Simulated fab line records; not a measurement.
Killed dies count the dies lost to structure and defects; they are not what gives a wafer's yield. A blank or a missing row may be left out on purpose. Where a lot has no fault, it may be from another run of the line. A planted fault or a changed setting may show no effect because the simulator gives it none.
Which tool is to blame? || flow gf180mcu || Sampling: 7 lots, 21 wafers, 4 of 602 route steps

## WHAT EACH GAUGE READ, for each wafer
GF_MVPSD_OVL_MEAS_07.
{"lot": "L425", "measured": "day 5 08:31", "on": "overlay-01", "MVPSD_OVL (nm)": "-1.0 -0.2 0.4"}
{"lot": "L427", "measured": "day 5 19:22", "on": "overlay-01", "MVPSD_OVL (nm)": "-1.8 -2.7 -1.2"}
{"lot": "L429", "measured": "day 6 07:25", "on": "overlay-01", "MVPSD_OVL (nm)": "-0.9 -1.4 -1.3"}
{"lot": "L435", "measured": "day 7 18:53", "on": "overlay-02", "MVPSD_OVL (nm)": "-1.9 -2.4 -1.0"}
{"lot": "L440", "measured": "day 8 23:38", "on": "overlay-01", "MVPSD_OVL (nm)": "-1.2 -2.5 -3.1"}
{"lot": "L444", "measured": "day 9 22:43", "on": "overlay-01", "MVPSD_OVL (nm)": "0.5 -1.5 -1.0"}
{"lot": "L447", "measured": "day 11 00:07", "on": "overlay-02", "MVPSD_OVL (nm)": "-1.7 -0.1 -0.1"}

## EACH LOT AND THE TOOL THAT RAN IT (in order: tool; ch and the chambers of the sampled wafers; start)
{"lot": "L425", "GF_STI_STRIP_15": "plasma_asher-03 ch 0,1, day 2 06:36", "GF_MVSD_COAT_02": "litho_track-02 ch 0, day 4 10:21", "GF_MVSD_STRIP_10": "plasma_asher-03 ch 0,1, day 4 17:52"}
{"lot": "L427", "GF_STI_STRIP_15": "plasma_asher-01 ch 0,1, day 2 18:06", "GF_MVSD_COAT_02": "litho_track-01 ch 0, day 4 21:38", "GF_MVSD_STRIP_10": "plasma_asher-03 ch 0,1, day 5 05:13"}
{"lot": "L429", "GF_STI_STRIP_15": "plasma_asher-01 ch 1, day 3 03:03", "GF_MVSD_COAT_02": "litho_track-02 ch 0, day 5 08:43", "GF_MVSD_STRIP_10": "plasma_asher-01 ch 0,1, day 5 16:49"}
{"lot": "L435", "GF_STI_STRIP_15": "plasma_asher-03 ch 0,1, day 4 11:53", "GF_MVSD_COAT_02": "litho_track-02 ch 0, day 6 19:33", "GF_MVSD_STRIP_10": "plasma_asher-02 ch 0, day 7 03:52"}
{"lot": "L440", "GF_STI_STRIP_15": "plasma_asher-02 ch 0, day 5 12:06", "GF_MVSD_COAT_02": "litho_track-01 ch 0, day 7 21:51", "GF_MVSD_STRIP_10": "plasma_asher-01 ch 0,1, day 8 06:14"}
{"lot": "L444", "GF_STI_STRIP_15": "plasma_asher-02 ch 0,1, day 6 08:42", "GF_MVSD_COAT_02": "litho_track-01 ch 0, day 8 20:00", "GF_MVSD_STRIP_10": "plasma_asher-01 ch 0,1, day 9 05:01"}
{"lot": "L447", "GF_STI_STRIP_15": "plasma_asher-01 ch 0,1, day 6 23:59", "GF_MVSD_COAT_02": "litho_track-01 ch 0, day 9 20:58", "GF_MVSD_STRIP_10": "plasma_asher-03 ch 0,1, day 10 06:07"}
- GF_STI_STRIP_15: strips in O2/N2.
- GF_MVSD_COAT_02: resist thk 3000 nm.
- GF_MVSD_STRIP_10: strips in O2/N2.

## THE ANSWER, worked out from the rows above alone
Rule: usual is defined by the lots themselves. Put in order of their means at a reading, lots are off if they are a third of the lots or fewer, leave a main group of 4 or more, and stand apart from it by a gap of 3 or more times the standard deviation of the main group's means; of several such gaps the widest counts. The tables above print the reading to a certain number of digits; a main group whose means all agree to those digits is not used. A lot without any number at a reading at which 4 lots or more have one is off too. Any other lot the step has rows for is counted as sound.
None of the lots is off at any reading shown; this tells nothing.

## WHAT THE SIMULATOR PUT IN
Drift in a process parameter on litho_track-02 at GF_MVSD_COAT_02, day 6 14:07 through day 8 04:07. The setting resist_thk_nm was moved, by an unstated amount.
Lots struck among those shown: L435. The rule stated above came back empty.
